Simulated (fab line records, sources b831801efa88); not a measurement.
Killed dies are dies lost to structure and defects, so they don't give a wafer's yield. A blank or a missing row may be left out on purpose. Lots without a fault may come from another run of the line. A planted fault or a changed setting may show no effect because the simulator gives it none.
A struck lot beside a sound one | flow gf180mcu | 16 steps out of a route of 602
Sound: wafers L963.1, L963.2, L963.3. Struck: wafers L973.2, L973.3, L973.4. The cause comes at the end.
At each step with rows: each side's tool, then ch and its chambers, then its first start. Under that, the readings that differ: sound wafers | struck wafers | difference of the means | sigmas: that difference in standard deviations of wafers without a fault.
alike: readings whose means differ by less than 2 such deviations, and words and numbers that are the same on both sides. not compared: withheld readings, readings that some wafer has no value for, bounds like >300 that may hide the same value, and numbers for which the record gives no deviation and whose values overlap.
The two part at a step that has a row with sigmas, a row that says differs or no value, or rows on one side only. Numbers that don't overlap but have no deviation are shown without sigmas and don't part them. A reading that every wafer of one side lacks parts them only if that side has two wafers or more.

GF_V4_CMP_04: polishes SiO2.
  sound on cmp-01 ch 0,1,3, day 23 19:02; struck on cmp-02 ch 0,2,3, day 26 18:13
  alike: motor_current_A, time_to_endpoint_s
GF_V4_BOW_MEAS_05:
  sound on film_metro-01, day 23 19:20; struck on film_metro-01, day 26 18:32
  reading     | sound       | struck      | difference | sigmas
  V4_BOW (um) | 138 134 125 | 153 145 147 | +16        | +2
then, 8 steps without rows for these wafers: GF_V4_DEHYDRATE_06 (time 60 s); GF_V4_HMDS_07 (prime time 60 s); GF_V4_COAT_08; GF_V4_COAT_09 (resist thk 1000 nm); GF_V4_SOFTBAKE_10 (time 60 s); GF_V4_EXPOSE_11 (exposes mask Via4, target cd 260 nm); GF_V4_PEB_12 (peb time 90 s); GF_V4_DEVELOP_13 (develop time 60 s).
GF_V4_CD_MEAS_14: target cd 260 nm.
  sound on cd_sem-02, day 24 18:00; struck on cd_sem-01, day 27 15:09
  alike: cd_nm
GF_V4_OVL_MEAS_15:
  sound on overlay-02, day 24 18:07; struck on overlay-01, day 27 15:16
  alike: V4_OVL
GF_V4_ETCH_16: etches BARC in N2/H2.
  sound on rie_diel-03 ch 0,1,3, day 24 18:10; struck on rie_diel-03 ch 2,3, day 27 15:17
  no value came back on the struck wafers for any of 6 readings (bias_w (W), chamber_pressure_mTorr (mTorr) and others); on the sound wafers bias_w (W) reads 100.14 100.81 99.99
GF_V4_ETCH_17: etches SiO2 in C4F8/O2/Ar, stops on TiN, target depth 630 nm.
  sound on rie_diel-03 ch 0,1,3; struck on rie_diel-03 ch 2,3
  reading               | sound             | struck            | difference | sigmas
  oes_product_au (a.u.) | 0.851 0.851 0.849 | 0.372 0.379 0.385 | -0.472     | -98
  alike: bias_w, chamber_pressure_mTorr
GF_V4_STRIP_18: strips in O2/N2.
  sound on plasma_asher-01 ch 0,1, day 24 18:17; struck on plasma_asher-03 ch 0,1, day 27 15:25
  reading               | sound             | struck            | difference | sigmas
  oes_product_au (a.u.) | 0.593 0.590 0.601 | 0.621 0.617 0.613 | +0.022     | +5
  alike: drypump_motor_current_A, heater_power_w, n2_flow_sccm, o2_flow_sccm
  not compared: rf_hours_counter_h
then, 1 step without rows for these wafers: GF_V4_STRIP_19 (strips in post etch residue remover, time 1200 s).

WHERE THEY PART
First at GF_V4_BOW_MEAS_05; last, within this record, at GF_V4_STRIP_18.

WHY: what the simulator had put in
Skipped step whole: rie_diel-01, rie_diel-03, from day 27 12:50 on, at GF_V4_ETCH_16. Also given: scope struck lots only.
